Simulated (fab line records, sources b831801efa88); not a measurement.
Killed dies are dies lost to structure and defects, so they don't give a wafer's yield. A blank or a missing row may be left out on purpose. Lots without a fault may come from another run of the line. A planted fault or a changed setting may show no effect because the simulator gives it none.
One fault seen from 2 desks | flow gf180mcu | each desk has only its own numbers; what lay behind them comes last

THE METROLOGY DESK
What the gauges read, lot by lot, whatever tool the lot ran on: means of the sampled wafers that have a number. A lot is out of limits, marked OUT, if its mean lies more than 4 standard deviations from the usual mean; the brackets give that distance.
Columns: A = V5_BOW at GF_V5_BOW_MEAS_05, usual 133 um; B = V5_W_RS at GF_V5_RS_MEAS_24, usual 0.328 ohm/sq; C = V5_W_THK at GF_V5_THK_MEAS_25, usual 351 nm
lot  | first seen here | A   | B               | C
L433 | day 26 13:48    | 120 | 0.328           | 356
L434 | day 26 17:39    | 131 | 0.330           | 343
L435 | day 27 08:04    | 151 | 0.328           | 356
L436 | day 27 13:24    | 135 | 0.327           | 348
L437 | day 28 01:44    | 120 | 0.325           | 351
L442 | day 29 07:46    | 126 | 0.587 (+72) OUT | 198 (-27) OUT
L443 | day 29 16:12    | 134 | 0.325           | 350
L444 | day 29 20:20    | 124 | 0.598 (+75) OUT | 195 (-28) OUT
L448 | day 30 19:43    | 132 | 0.330           | 348
L449 | day 31 19:22    | 137 | 0.327           | 345
L450 | day 31 20:26    | 122 | 0.332           | 350
L455 | day 33 03:03    | 139 | 0.330           | 344
This desk's finding: out of limits on L442, L444; first on L442, day 30 03:32 (V5_W_RS at GF_V5_RS_MEAS_24). In limits: L433, L434, L435, L436, L437, L443, L448, L449, L450, L455.

THE TOOL OWNER'S DESK: cvd_w-01
The tool's own readings at GF_V5_CVD_23 (deposits W, target thk 350 nm, time 104.9 s): means of the sampled wafers that have a number, for each lot that ran on this tool. A lot is out of limits, marked OUT, if its mean lies more than 4 standard deviations from the usual mean; the brackets give that distance.
Columns: A = heater_power_w at GF_V5_CVD_23, usual 929 W
lot  | first seen here | A
L433 | day 27 10:56    | 970
L434 | day 27 14:49    | 954
L436 | day 28 09:59    | 1024
L442 | day 30 03:26    | 940
L444 | day 30 15:38    | 901
L455 | day 33 19:32    | 920
This desk's finding: nothing out of limits on any of the 6 lots.

PUT TOGETHER
The metrology desk could have raised an alarm at day 30 03:32, on L442, L444.
The tool owner's desk saw nothing out of limits.
The tool owner's desk has L442, L444 on record, within its limits.
Of the lots named, all ran GF_V5_CVD_23 on cvd_w-01.

WHAT THE SIMULATOR HAD PUT IN
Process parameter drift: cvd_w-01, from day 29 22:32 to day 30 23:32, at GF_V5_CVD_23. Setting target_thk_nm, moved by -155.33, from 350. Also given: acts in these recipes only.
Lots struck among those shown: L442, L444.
Hours from the fault's start to each desk's first reading out of limits: the metrology desk, 5.
